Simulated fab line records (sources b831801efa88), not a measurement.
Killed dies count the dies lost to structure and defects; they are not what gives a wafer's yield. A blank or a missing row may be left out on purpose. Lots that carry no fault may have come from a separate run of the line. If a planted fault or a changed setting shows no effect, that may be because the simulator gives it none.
Which tool did it? || flow sky130 || 6 lots with 18 wafers sampled at 3 steps, on a route of 708 steps

WHAT THE GAUGES READ, wafer by wafer
SKY_LDD_HVP_TW_MEAS_10.
{"lot": "L897", "measured": "day 22 13:56", "on": "film_metro-04", "LDD_HVP_TW": "460 460 461"}
{"lot": "L905", "measured": "day 25 18:29", "on": "film_metro-02", "LDD_HVP_TW": "402 402 403"}
{"lot": "L907", "measured": "day 26 05:25", "on": "film_metro-04", "LDD_HVP_TW": "411 411 412"}
{"lot": "L912", "measured": "day 27 19:09", "on": "film_metro-04", "LDD_HVP_TW": "460 463 462"}
{"lot": "L915", "measured": "day 28 16:04", "on": "film_metro-04", "LDD_HVP_TW": "459 460 462"}
{"lot": "L918", "measured": "day 29 13:49", "on": "film_metro-03", "LDD_HVP_TW": "456 455 455"}

WHICH TOOL RAN EACH LOT (tool, then ch and the chambers of the sampled wafers, then the start)
{"lot": "L897", "SKY_GATE_OXIDE_STRIP_13": "plasma_asher-04 ch 0,1, day 14 19:00", "SKY_LDD_HVP_IMPLANT_08": "implanter-04 ch 0, day 22 13:41"}
{"lot": "L905", "SKY_GATE_OXIDE_STRIP_13": "plasma_asher-04 ch 0,1, day 17 20:36", "SKY_LDD_HVP_IMPLANT_08": "implanter-02 ch 0, day 25 18:16"}
{"lot": "L907", "SKY_GATE_OXIDE_STRIP_13": "plasma_asher-03 ch 0,1, day 18 09:16", "SKY_LDD_HVP_IMPLANT_08": "implanter-02 ch 0, day 26 05:13"}
{"lot": "L912", "SKY_GATE_OXIDE_STRIP_13": "plasma_asher-04 ch 0,1, day 19 23:53", "SKY_LDD_HVP_IMPLANT_08": "implanter-04 ch 0, day 27 18:55"}
{"lot": "L915", "SKY_GATE_OXIDE_STRIP_13": "plasma_asher-03 ch 0,1, day 20 19:10", "SKY_LDD_HVP_IMPLANT_08": "implanter-01 ch 0, day 28 15:49"}
{"lot": "L918", "SKY_GATE_OXIDE_STRIP_13": "plasma_asher-01 ch 0, day 21 20:59", "SKY_LDD_HVP_IMPLANT_08": "implanter-01 ch 0, day 29 13:34"}
- SKY_GATE_OXIDE_STRIP_13: strips in O2/N2.
- SKY_LDD_HVP_IMPLANT_08

THE ANSWER, worked out from the rows above alone
Rule: what is usual is taken from the lots themselves. Put in order of their means at a reading, lots are off if they are a third of the lots or fewer, leave a main group of 4 or more, and stand apart from it by a gap of 3 or more times the standard deviation of the main group's means; of several such gaps the widest counts. A main group whose means are all the same, to the digits that the tables above print for the reading, isn't used. A lot without any number at a reading at which 4 lots or more have one is off too. The other lots that the step has rows for count as sound.
Off: L905, L907, seen at SKY_LDD_HVP_TW_MEAS_10 (LDD_HVP_TW). The main group: mean 459, standard deviation 2.4.
If a tool, at a process step before that reading, ran all the lots that are off and no sound lot after the first of them, it fits. The gauges at SKY_LDD_HVP_TW_MEAS_10 are tried like those tools. One candidate fits, namely implanter-02 at SKY_LDD_HVP_IMPLANT_08. It ran no sound lot before its first lot that is off in this sample, so the start can't be narrowed down.

WHAT HAD BEEN PUT IN BY THE SIMULATOR
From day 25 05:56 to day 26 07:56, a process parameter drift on implanter-02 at SKY_LDD_HVP_IMPLANT_08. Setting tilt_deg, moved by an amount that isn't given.
Shown lots that were struck: L905, L907. The rule above reached the same finding.
